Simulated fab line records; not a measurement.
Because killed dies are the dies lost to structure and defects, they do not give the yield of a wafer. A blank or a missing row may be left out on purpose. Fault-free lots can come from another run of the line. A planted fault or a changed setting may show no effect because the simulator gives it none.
fab line records | flow sky130
[record] lots = 11 wafers = 33 last_day = 51
route steps=708 shown CAP2M@616 METAL4@631 VIA4@641
lots untouched by any fault: they come from a run of this same line in which no faults occurred
start_h: hours from the record's first day to the start of the lot's first wafer shown | wait_h: time in hours since the lot's previous step | " identical to the entry in the row above | L1.1+2: a row that stands for several wafers | - no value, or no start was given | * or withheld: withheld | < > ~ a bound
route shown NAME@n: names a module that has steps shown in the file, with the first one's number in the route | usual: mean/standard deviation of fault-free wafers | same: alike in all rows | chamber/n: place in a boat | sites: readings site by site | _std_site: standard deviation of those values | _edge_site: inner sites' mean taken away from outer sites' mean | radius_mm: for every site, how far away it sits from the centre of the wafer | mask NAME#n: copy n | behind: tool/chamber where the wafer was last shaped | hold: what put the lot on hold/how long, in hours/how the hold closed | device: the transistor (n, p or np) that didn't switch | end of line: the tests these same wafers got at the end of their route | for a step that has no rows: nothing shown but its recipe | killed: dies lost to structure and defects at the first sort, not the wafer's yield | map: per-die view of a wafer (x killed, . not killed, _ where there is no die)
set.NAME: the setting that was run; set.NAME@STEP: the one run at that earlier step | model.NAME: the simulator's own value behind a step, which no gauge read
route steps across a sampled set of lots; one table per step, one row per wafer
services: a tool's chamber out of use, with start hour (start_h, from the record's first day; less than 0 if before it), hours out, and reason
[[steps]]
[step SKY_CAP2M_METAL_ETCH_13]
[recipe] target_depth_nm = 220 stop_on = SiO2 chemistry = Cl2/BCl3 target = TiN pressure_mtorr = 10 icp_w = 900 bias_w = 48.5 Cl2_flow_sccm = 60 bcl3_flow_sccm = 30 time_s = 62.9
[usual] drypump_motor_current_A = 5.81/0.27 oes_product_au = 0.937/0.0067 throttle_valve_pct = 21.904/0.0097
// columns lot.wafer tool chamber start_h wait_h drypump_motor_current_A oes_product_au rf_hours_counter_h throttle_valve_pct
L527.2 rie_metal-01 1 966.35 0.0 5.89 0.941 16 21.881
L527.3 " 0 " " 5.70 0.948 - 21.906
L527.4 " 1 " " 5.88 0.944 - 21.893
L528.1 rie_metal-01 1 977.86 0.0 5.86 0.936 16 21.901
L528.3 " 1 " " 5.86 0.941 - 21.900
L528.5 " 1 " " 5.85 0.935 - 21.897
L529.1 rie_metal-01 0 985.05 0.0 5.72 0.939 13 21.895
L529.2 " 1 " " 5.86 0.933 17 21.895
L529.3 " 0 " " 5.71 0.929 - 21.905
L530.2 rie_metal-02 1 989.91 0.0 5.46 0.939 16 21.900
L530.5 " 0 " " 6.06 0.943 - 21.903
L530.6 " 1 " " 5.50 0.950 - 21.900
L531.2 rie_metal-03 1 994.60 0.0 6.30 0.922 11 21.916
L531.5 " 0 " " 5.48 0.939 - 21.897
L531.6 " 1 " " 6.29 0.945 - 21.911
L532.2 rie_metal-02 0 1009.00 0.0 6.06 0.935 20 21.896
L532.4 " 0 " " 6.05 0.929 - 21.903
L532.6 " 1 " " 5.47 0.937 - 21.884
L534.2 rie_metal-02 1 1022.56 0.0 5.50 0.940 18 21.913
L534.4 " 1 " " 5.48 0.938 - 21.917
L534.6 " 0 " " 6.05 0.934 - 21.902
L545.2 rie_metal-01 1 1093.00 0.0 5.87 0.941 23 21.907
L545.4 " 0 " " 5.72 0.948 - 21.894
L545.6 " 0 " " 5.72 0.937 - 21.911
L546.1 rie_metal-03 0 1113.85 0.0 5.44 0.945 1 21.914
L546.2 " 1 " " 6.28 0.935 21 21.901
L546.6 " 1 " " 6.28 0.941 - 21.889
L547.1 rie_metal-01 1 1113.90 0.0 5.87 0.935 24 21.893
L547.4 " 0 " " 5.71 0.925 - 21.904
L547.5 " 1 " " 5.85 0.928 - 21.914
L549.4 rie_metal-03 0 1118.97 0.0 5.47 0.943 - 21.894
L549.5 " 1 " " 6.24 0.941 - 21.898
L549.6 " 0 " " 5.47 0.954 - 21.900
[step SKY_METAL4_DESCUM_15]
[recipe] chemistry = O2 source_power_w = 150 bias_power_w = 0 pressure_mtorr = 10 temp_c = 40 time_s = 8
[usual] drypump_motor_current_A = 5.7/0.32 oes_product_au = 1.004/0.011
// columns lot.wafer tool chamber start_h wait_h drypump_motor_current_A oes_product_au rf_hours_counter_h
L527.2 rie_metal-04 0 991.66 0.0 5.4 1.009 17
L527.3 " 0 " " 5.5 1.016 -
L527.4 " 1 " " 5.2 0.989 -
L528.1 rie_metal-01 1 1001.82 0.0 5.8 1.015 18
L528.3 " 1 " " 5.9 1.019 -
L528.5 " 0 " " 5.7 0.996 -
L529.1 rie_metal-01 1 1009.42 0.0 5.9 1.012 18
L529.2 " 0 " " 5.7 0.989 15
L529.3 " 1 " " 5.8 1.012 -
L530.2 rie_metal-01 1 1014.07 0.0 5.9 1.020 18
L530.5 " 1 " " 5.9 1.014 -
L530.6 " 0 " " 5.7 1.007 -
L531.2 rie_metal-03 1 1018.72 0.0 6.3 0.994 13
L531.5 " 0 " " 5.5 0.994 -
L531.6 " 1 " " 6.3 0.994 -
L532.2 rie_metal-01 0 1032.67 0.0 5.7 1.004 16
L532.4 " 1 " " 5.9 1.020 -
L532.6 " 1 " " 5.9 1.031 -
L534.2 rie_metal-03 1 1045.62 0.0 6.3 1.002 14
L534.4 " 0 " " 5.5 0.987 -
L534.6 " 0 " " 5.5 1.000 -
L545.2 rie_metal-03 0 1114.17 0.0 5.5 0.997 1
L545.4 " 1 " " 6.3 0.995 -
L545.6 " 0 " " 5.4 0.994 -
L546.1 rie_metal-01 1 1134.59 0.0 5.9 1.011 25
L546.2 " 0 " " 5.7 1.009 22
L546.6 " 0 " " 5.7 1.013 -
L547.1 rie_metal-04 1 1134.82 0.0 5.2 0.998 22
L547.4 " 0 " " 5.5 1.000 -
L547.5 " 0 " " 5.5 1.015 -
L549.4 rie_metal-01 1 1139.63 0.0 5.9 1.015 -
L549.5 " 1 " " 5.8 1.010 -
L549.6 " 0 " " 5.7 1.015 -
[step SKY_VIA4_CMP_02]
[recipe] material = SiO2 down_force_psi = 4 platen_rpm = 60 pad_velocity_m_s = 0.94248
[usual] head_pressure_psi = 3.999/0.0089 motor_current_A = 11.6/1.6
// columns lot.wafer tool chamber start_h wait_h head_pressure_psi motor_current_A
L527.4 cmp-02 0 993.03 0.2 3.989 12.6
L527.2 " 1 " " 4.003 9.1
L527.3 " 2 " " 3.983 10.8
L528.3 cmp-02 2 1003.12 0.1 4.007 10.8
L528.1 " 0 " " 4.011 12.0
L528.5 " 2 " " 4.000 10.6
L529.3 cmp-01 2 1010.63 0.1 4.003 11.1
L529.1 " 3 " " 4.001 15.5
L529.2 " 0 " " 3.997 14.0
L530.2 cmp-02 3 1015.28 0.1 4.007 11.2
L530.6 " 2 " " 4.002 11.1
L530.5 " 3 " " 3.987 11.0
L531.2 cmp-02 3 1019.92 0.1 3.987 10.8
L531.5 " 2 " " 3.986 10.7
L531.6 " 3 " " 3.988 11.4
L532.4 cmp-02 0 1033.88 0.1 3.989 12.7
L532.2 " 1 " " 3.997 9.6
L532.6 " 3 " " 4.016 11.3
L534.2 cmp-02 3 1046.77 0.0 3.987 11.5
L534.4 " 2 " " 4.021 10.6
L534.6 " 3 " " 3.992 11.2
L545.2 cmp-02 0 1115.45 0.1 3.995 12.9
L545.4 " 2 " " 4.012 10.8
L545.6 " 0 " " 4.007 12.8
L546.2 cmp-02 2 1136.15 0.0 4.007 11.0
L546.1 " 1 " " 3.991 9.5
L546.6 " 2 " " 3.993 10.8
L547.1 cmp-01 2 1136.43 0.2 4.000 10.7
L547.4 " 3 " " 4.005 15.8
L547.5 " 1 " " 3.987 11.0
L549.4 cmp-02 0 1140.95 0.2 3.992 12.9
L549.6 " 1 " " 3.994 9.1
L549.5 " 2 " " 3.995 11.2
[step SKY_VIA4_OVL_MEAS_11]
[usual] VIA4_OVL = -0.8/1.3
// columns lot.wafer tool chamber start_h wait_h VIA4_OVL[nm]
L527.2 overlay-01 - 1016.37 0.1 -0.5
L527.3 " - " " 0.4
L527.4 " - " " 0.6
L528.1 overlay-02 - 1025.71 0.1 0.0
L528.3 " - " " -0.3
L528.5 " - " " 0.2
L529.1 overlay-01 - 1033.86 0.1 -1.3
L529.2 " - " " -0.9
L529.3 " - " " 0.1
L530.2 overlay-02 - 1038.12 0.1 -0.3
L530.5 " - " " -3.0
L530.6 " - " " -1.2
L531.2 overlay-02 - 1042.32 0.1 -0.9
L531.5 " - " " 0.1
L531.6 " - " " -0.7
L532.2 overlay-02 - 1055.72 0.1 -0.9
L532.4 " - " " -2.8
L532.6 " - " " -2.4
L534.2 overlay-01 - 1068.62 0.1 -0.6
L534.4 " - " " -0.7
L534.6 " - " " -1.2
L545.2 overlay-01 - 1135.27 0.1 -1.6
L545.4 " - " " -0.6
L545.6 " - " " -0.6
L546.1 overlay-02 - 1155.07 0.1 -0.6
L546.2 " - " " -4.1
L546.6 " - " " -1.3
L547.1 overlay-01 - 1155.41 0.1 1.7
L547.4 " - " " -2.3
L547.5 " - " " -1.9
L549.4 overlay-01 - 1159.88 0.1 0.0
L549.5 " - " " -2.0
L549.6 " - " " -1.2
[step SKY_VIA4_ETCH_12]
[recipe] target = SiO2 chemistry = C4F8/O2/Ar stop_on = TiN mask_material = NOVOLAK source_w = 1500 bias_w = 1200 pressure_mtorr = 40 c4f8_flow_sccm = withheld O2_flow_sccm = 6 Ar_flow_sccm = 300 time_s = withheld target_depth_a = 5800
[usual] oes_product_au = 0.926/0.0043
// columns lot.wafer tool chamber start_h wait_h oes_product_au
L527.2 rie_diel-04 3 1016.40 0.0 0.927
L527.3 " 1 " " 0.922
L527.4 " 2 " " 0.924
L528.1 rie_diel-01 0 1025.75 0.0 0.924
L528.3 " 1 " " 0.927
L528.5 " 1 " " 0.935
L529.1 rie_diel-01 0 1033.90 0.0 0.926
L529.2 " 3 " " 0.921
L529.3 " 2 " " 0.935
L530.2 rie_diel-04 2 1038.15 0.0 0.929
L530.5 " 0 " " 0.927
L530.6 " 2 " " 0.920
L531.2 rie_diel-01 3 1042.35 0.0 0.925
L531.5 " 2 " " 0.929
L531.6 " 1 " " 0.928
L532.2 rie_diel-02 0 1055.75 0.0 0.871
L532.4 " 3 " " 0.935
L532.6 " 1 " " 0.928
L534.2 rie_diel-02 0 1068.65 0.0 0.862
L534.4 " 3 " " 0.930
L534.6 " 1 " " 0.923
L545.2 rie_diel-02 1 1135.30 0.0 0.921
L545.4 " 2 " " 0.920
L545.6 " 3 " " 0.926
L546.1 rie_diel-04 2 1155.10 0.0 0.918
L546.2 " 0 " " 0.924
L546.6 " 2 " " 0.923
L547.1 rie_diel-01 0 1155.45 0.0 0.932
L547.4 " 2 " " 0.925
L547.5 " 3 " " 0.927
L549.4 rie_diel-01 1 1159.90 0.0 0.925
L549.5 " 2 " " 0.928
L549.6 " 3 " " 0.935
[[services]]
// columns tool chamber start_h hours kind
cmp-02 - 944.91 4.8 repair
rie_metal-04 - 950.01 14.6 pm
rie_diel-04 1 967.04 4.1 repair
rie_metal-02 0 969.93 1.9 repair
rie_diel-02 3 971.26 4.9 repair
rie_diel-04 - 971.53 2.8 pm
cmp-02 - 974.45 3.7 pm
cmp-01 - 992.15 5.2 pm
rie_metal-04 - 1023.55 2.8 pm
rie_diel-04 1 1024.82 17.9 repair
rie_diel-01 3 1025.70 4.2 repair
rie_diel-04 3 1034.18 5.4 repair
cmp-02 - 1039.37 6.2 repair
cmp-01 - 1047.96 0.6 repair
rie_diel-01 2 1066.52 3.4 repair
cmp-02 - 1070.79 0.6 repair
rie_diel-02 2 1089.08 32.1 repair
cmp-01 - 1092.98 4.0 pm
cmp-01 - 1097.64 1.1 repair
cmp-01 - 1098.88 1.0 repair
rie_diel-02 0 1102.04 13.7 repair
rie_diel-04 1 1134.87 22.6 repair
rie_diel-02 1 1140.61 10.5 repair
cmp-02 - 1146.96 2.6 repair
[[key]]
[first_sign] step = SKY_VIA4_ETCH_12 reading = oes_product_au direction = down sigmas = 14 usual = 0.926 struck = 0.866
effect none on later readings
met_at SKY_VIA4_CMP_02
struck_lots L532,L534
struck_wafers L532.2,L534.2
not_acting_at SKY_CAP2M_METAL_ETCH_13,SKY_METAL4_DESCUM_15,SKY_VIA4_OVL_MEAS_11
onset_between 1019.92 1033.88
[fault] kind = process_parameter_drift tool = cmp-02 chamber = - onset_h = 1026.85 steps = SKY_VIA4_CMP_02 channel = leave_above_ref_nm offset = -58 shape = step end_h = 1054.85 scope = struck_wafers_only acts_in = these_recipes_only stated = 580
